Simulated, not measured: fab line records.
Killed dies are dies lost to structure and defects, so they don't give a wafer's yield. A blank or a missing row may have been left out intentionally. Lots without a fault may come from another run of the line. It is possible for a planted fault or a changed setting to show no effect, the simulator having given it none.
The same fault as seen by 2 desks -- flow gf180mcu -- numbers are kept per desk, each desk with only its own; the story behind them comes last

## DESK OF THE TOOL OWNER: wet bench-01
The tool's own readings at GF_STI_WET_ETCH_28 (etches SiO2 in dHF, target depth 20 nm, time 40 s): means of the sampled wafers that have a number, for each lot that ran on this tool. Marked OUT: a lot whose mean sits more than 4 standard deviations from the usual mean, which makes it out of limits; the brackets give that distance.
Columns: A = run length s at GF_STI_WET_ETCH_28, usual 67.5 s
lot,first seen here,A
L899,day 3 00:43,65.5
L908,day 5 01:30,64.9
L909,day 5 05:26,41.8 (-9.2) OUT
L910,day 5 09:32,43.9 (-8.4) OUT
This desk's verdict: out of limits on L909, L910, starting with L909 at day 5 05:26 (run length s at GF_STI_WET_ETCH_28). L899, L908 stayed within limits.

## AT THE METROLOGY DESK
Means of the sampled wafers that have a number, per lot and without regard to the tool the lot ran on: this is what the gauges read. Marked OUT: a lot whose mean sits more than 4 standard deviations from the usual mean, which makes it out of limits; the brackets give that distance.
Columns: A = STI_OXIDATION_01_THK at GF_STI_THK_MEAS_22, usual 15.1 nm; B = STI_CVD_23_THK at GF_STI_THK_MEAS_24, usual 647 nm; C = STI_OXIDATION_02_THK at GF_STI_THK_MEAS_30, usual 10.03 nm; D = DNWELL_TW at GF_DNWELL_TW_MEAS_09, usual 1337; E = NWELL_OVL at GF_NWELL_OVL_MEAS_07, usual -0.6 nm; F = NWELL_TW at GF_NWELL_TW_MEAS_11, usual 1566
lot,first seen here,A,B,C,D,E,F
L899,day 2 23:40,14.9,645,10.19,1342,1.1,1585
L908,day 5 00:26,14.6,644,9.93,1371,-0.8,1577
L909,day 5 04:23,15.0,647,9.84,1319,-0.3,1552
L910,day 5 08:26,15.4,645,9.92,1338,0.4,1549
L911,day 5 13:40,14.9,644,10.22,1357,0.7,1554
L918,day 7 03:59,15.0,649,9.87,1346,-1.6,1574
This desk's verdict: no lot among the 6 shows anything out of limits.

## PUT TOGETHER
On L909, L910, at day 5 05:26, an alarm was possible from the tool owner's desk.
Metrology desk: nothing out of limits seen.
The metrology desk holds a record of L909, L910, inside its limits.
On wet bench-01, each named lot ran GF_STI_WET_ETCH_28.

## WHAT THE SIMULATOR HAD PUT IN
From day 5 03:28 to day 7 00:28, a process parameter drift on wet bench-01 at GF_STI_WET_ETCH_28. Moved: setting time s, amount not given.
Shown lots that were struck: L909, L910.
Time in hours from fault onset to the first out-of-limits reading at each desk: the tool owner's desk, 2.
